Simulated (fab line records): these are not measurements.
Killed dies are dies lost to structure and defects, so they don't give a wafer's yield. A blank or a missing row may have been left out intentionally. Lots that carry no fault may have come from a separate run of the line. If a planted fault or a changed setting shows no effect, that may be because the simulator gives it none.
Which tool was responsible? | flow gf180mcu | 13 lots, 39 wafers sampled, at 3 steps of a route of 602

## WHAT THE GAUGES SHOWED, per wafer
GF_TOP_METAL_CD_MEAS_14 targets a cd of 440 nm.
lot  | measured     | on        | cd_nm (nm)
L276 | day 28 11:40 | cd_sem-01 | 441.3 440.2 439.2
L277 | day 28 20:02 | cd_sem-01 | 440.3 442.5 440.6
L279 | day 29 15:24 | cd_sem-01 | 443.2 440.7 440.0
L280 | day 29 21:05 | cd_sem-02 | 440.6 442.4 440.1
L283 | day 31 00:16 | cd_sem-01 | 437.5 437.4 438.0
L284 | day 31 03:39 | cd_sem-01 | 438.6 437.7 436.9
L285 | day 31 10:30 | cd_sem-02 | 442.4 441.7 442.7
L291 | day 32 16:33 | cd_sem-02 | 440.0 440.7 443.3
L292 | day 33 00:10 | cd_sem-01 | 440.4 439.8 441.1
L293 | day 33 03:19 | cd_sem-01 | 443.9 442.0 442.2
L294 | day 33 04:15 | cd_sem-02 | 438.0 440.2 437.7
L295 | day 33 14:04 | cd_sem-01 | 442.4 442.6 442.3
L298 | day 34 03:22 | cd_sem-01 | 443.2 441.5 443.8

## WHICH TOOL RAN EACH LOT (tool, then ch and the chambers of the sampled wafers, then the start)
lot  | GF_V1_CVD_02                    | GF_TOP_METAL_SPUTTER_04
L276 | pecvd-04 ch 0,1,2, day 17 13:56 | pvd_sputter-02, day 27 16:02
L277 | pecvd-04 ch 0,1,2, day 17 23:20 | pvd_sputter-03, day 28 00:55
L279 | pecvd-04 ch 2, day 19 01:20     | pvd_sputter-01, day 28 20:32
L280 | pecvd-03 ch 0,1,2, day 19 07:46 | pvd_sputter-01, day 29 02:02
L283 | pecvd-04 ch 0,1,2, day 20 17:33 | pvd_sputter-03, day 30 06:22
L284 | pecvd-02 ch 0,1,2, day 20 22:14 | pvd_sputter-03, day 30 09:56
L285 | pecvd-04 ch 1,2, day 21 07:46   | pvd_sputter-02, day 30 17:09
L291 | pecvd-03 ch 0,2, day 23 02:23   | pvd_sputter-03, day 31 23:43
L292 | pecvd-02 ch 0,1,2, day 23 10:04 | pvd_sputter-01, day 32 07:46
L293 | pecvd-04 ch 0,1,2, day 23 14:08 | pvd_sputter-02, day 32 10:32
L294 | pecvd-04 ch 0,1, day 23 17:02   | pvd_sputter-02, day 32 11:52
L295 | pecvd-02 ch 0,1,2, day 24 05:44 | pvd_sputter-02, day 32 21:57
L298 | pecvd-02 ch 0,2, day 25 02:50   | pvd_sputter-02, day 33 12:13
- GF_V1_CVD_02: deposits SiO2 from TEOS, target thk 850 nm, time 94.851 s.
- GF_TOP_METAL_SPUTTER_04: material TiN, target thk 25 nm, time 20.8 s.

## AS READ BY THE TOOLS THEMSELVES (means over the sampled wafers that have a number; for cases with no such wafer, the mark the record gives instead)
GF_V1_CVD_02.
lot  | tool     | heater_power_w (W)
L276 | pecvd-04 | 623
L277 | pecvd-04 | 684
L279 | pecvd-04 | 872
L280 | pecvd-03 | 655
L283 | pecvd-04 | 664
L284 | pecvd-02 | 641
L285 | pecvd-04 | 745
L291 | pecvd-03 | 485
L292 | pecvd-02 | 642
L293 | pecvd-04 | 697
L294 | pecvd-04 | 528
L295 | pecvd-02 | 624
L298 | pecvd-02 | 511

GF_TOP_METAL_SPUTTER_04.
lot  | tool           | throttle_valve_pct (%)
L276 | pvd_sputter-02 | 28.9
L277 | pvd_sputter-03 | 29.7
L279 | pvd_sputter-01 | 30.0
L280 | pvd_sputter-01 | 29.6
L283 | pvd_sputter-03 | 31.1
L284 | pvd_sputter-03 | 31.1
L285 | pvd_sputter-02 | 29.0
L291 | pvd_sputter-03 | 31.2
L292 | pvd_sputter-01 | 30.8
L293 | pvd_sputter-02 | 29.2
L294 | pvd_sputter-02 | 28.7
L295 | pvd_sputter-02 | 29.4
L298 | pvd_sputter-02 | 29.2

## THE ANSWER, worked out from the rows above alone
Rule: what is usual is taken from the lots themselves. Put in order of their means at a reading, lots are off if they are a third of the lots or fewer, leave a main group of 4 or more, and stand apart from it by a gap of 3 or more times the standard deviation of the main group's means; of several such gaps the widest counts. A main group is skipped when, at the precision printed for the reading in the tables above, its means are all equal. Also off: a lot with no number at a reading for which 4 or more lots have one. The other lots that the step has rows for count as sound. Order of review: gauges by route order, followed by the tools' own readings, for which a lot's mean as printed above is used. At the first step where some lot is off, the reading lying furthest off is the one used; lots without a number count as furthest.
No lot is off on any of the readings shown, so nothing can be concluded from this.

## WHAT HAD BEEN PUT IN BY THE SIMULATOR
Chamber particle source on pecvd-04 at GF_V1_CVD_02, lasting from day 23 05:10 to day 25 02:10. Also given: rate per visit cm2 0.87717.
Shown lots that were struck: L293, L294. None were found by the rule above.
